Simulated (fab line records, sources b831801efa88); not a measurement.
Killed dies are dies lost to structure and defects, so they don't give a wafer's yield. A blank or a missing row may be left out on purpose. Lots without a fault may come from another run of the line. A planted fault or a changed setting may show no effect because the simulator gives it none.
Which tool did it? | flow sky130 | 14 lots, 42 wafers sampled, at 1 step of a route of 708

WHAT THE GAUGES READ, wafer by wafer
SKY_VT_ADJUST_HVTR_OVL_MEAS_08.
lot  | measured     | on         | VT_ADJUST_HVTR_OVL (nm)
L840 | day 9 17:25  | overlay-02 | 0.2 -1.2 -0.7
L842 | day 10 02:31 | overlay-02 | -0.5 -0.4 0.7
L843 | day 10 11:14 | overlay-02 | -2.1 0.6 -0.3
L844 | day 10 17:52 | overlay-01 | 1.5 0.3 1.8
L846 | day 11 14:40 | overlay-02 | 0.4 1.3 1.0
L848 | day 12 03:14 | overlay-02 | -0.7 1.1 1.1
L849 | day 12 10:10 | overlay-02 | 0.0 0.5 1.2
L856 | day 14 08:55 | overlay-01 | 0.4 -1.5 -2.8
L858 | day 14 19:57 | overlay-02 | 0.5 -1.6 0.9
L859 | day 15 07:28 | overlay-02 | -0.8 0.2 -0.3
L860 | day 15 17:00 | overlay-01 | -1.6 0.1 -0.3
L861 | day 15 23:40 | overlay-02 | -2.6 -1.4 -2.8
L862 | day 16 08:37 | overlay-01 | -1.6 -2.5 -1.7
L863 | day 16 11:11 | overlay-02 | -0.6 -0.7 -0.1

WHICH TOOL RAN EACH LOT (tool, then ch and the chambers of the sampled wafers, then the start)
The record holds no process step before these readings.

WHAT THE TOOLS THEMSELVES READ (means of the sampled wafers that have a number; where no wafer has one, the mark that the record gives instead)
The record holds no such reading with a usual standard deviation.

THE ANSWER, worked out from the rows above alone
Rule: what is usual is taken from the lots themselves. Put in order of their means at a reading, lots are off if they are a third of the lots or fewer, leave a main group of 4 or more, and stand apart from it by a gap of 3 or more times the standard deviation of the main group's means; of several such gaps the widest counts. A main group whose means are all the same, to the digits that the tables above print for the reading, isn't used. A lot without any number at a reading at which 4 lots or more have one is off too. The other lots that the step has rows for count as sound. The gauges are gone through in route order, then the tools' own readings, and for those a lot's mean is taken as printed above. The first step at which some lot is off is used, and at that step the reading that is off furthest; a lot without a number counts as furthest.
No lot is off at any reading shown: from this, nothing can be told.

WHAT THE SIMULATOR HAD PUT IN
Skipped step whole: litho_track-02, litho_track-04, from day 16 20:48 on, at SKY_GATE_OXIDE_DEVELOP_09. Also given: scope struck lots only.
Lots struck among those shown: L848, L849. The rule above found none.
